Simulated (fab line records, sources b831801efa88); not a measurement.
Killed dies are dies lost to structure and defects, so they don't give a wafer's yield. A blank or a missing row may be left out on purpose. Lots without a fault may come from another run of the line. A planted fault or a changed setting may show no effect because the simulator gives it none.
Chamber matching | flow sky130 | SKY_LI_CONTACT_HDPCVD_00 on hdpcvd-02: 3 sister chambers
The step deposits PSG, target thk 930 nm, time 155 s. 14 wafers are shown with their chamber, then 6 later ones without.

WAFERS WITH THEIR CHAMBER
wafer  | chamber | run_length_s (s)
L854.1 | 2       | 183.7
L854.2 | 1       | 182.9
L854.6 | 2       | 183.6
L858.2 | 1       | 183.2
L858.3 | 2       | 183.6
L858.6 | 1       | 182.9
L861.1 | 2       | 184.0
L861.2 | 0       | 182.9
L861.6 | 1       | 182.8
L862.2 | 0       | 182.8
L862.3 | 2       | 183.4
L862.6 | 2       | 183.6
L864.1 | 1       | 182.6
L864.2 | 0       | 182.2

SIGNATURES (means of the wafers above)
reading      | chamber 0 | chamber 1 | chamber 2 | scatter within a chamber
run_length_s | 182.633   | 182.880   | 183.650   | 0.247
Rule: a wafer's distance from a chamber is the root of the sum, over the readings, of the square of ((its reading less the chamber's mean) divided by the reading's scatter). The wafer belongs to the nearest chamber; if the next one is less than 2 further off, it can't be placed. The scatter: the root of (the sum of the squares of (reading less its chamber's mean) over the shown wafers, divided by (wafers less chambers)).

WAFERS WITHOUT THEIR CHAMBER
wafer  | run_length_s (s)
L864.5 | 182.9
L866.3 | 183.6
L869.1 | 183.9
L876.2 | 183.9
L876.3 | 183.3
L876.5 | 182.4

WHICH CHAMBER EACH WENT THROUGH
wafer  | from the rows above          | in truth
L864.5 | can't be placed: 1 or 0      | 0
L866.3 | 2                            | 2
L869.1 | 2                            | 2
L876.2 | 2                            | 2
L876.3 | can't be placed: 2 or 1 or 0 | 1
L876.5 | can't be placed: 0 or 1      | 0
Placed correctly: 3 of 6. Can't be placed from these rows: 3 (the true chamber is among the candidates in 3). Placed wrongly: 0.
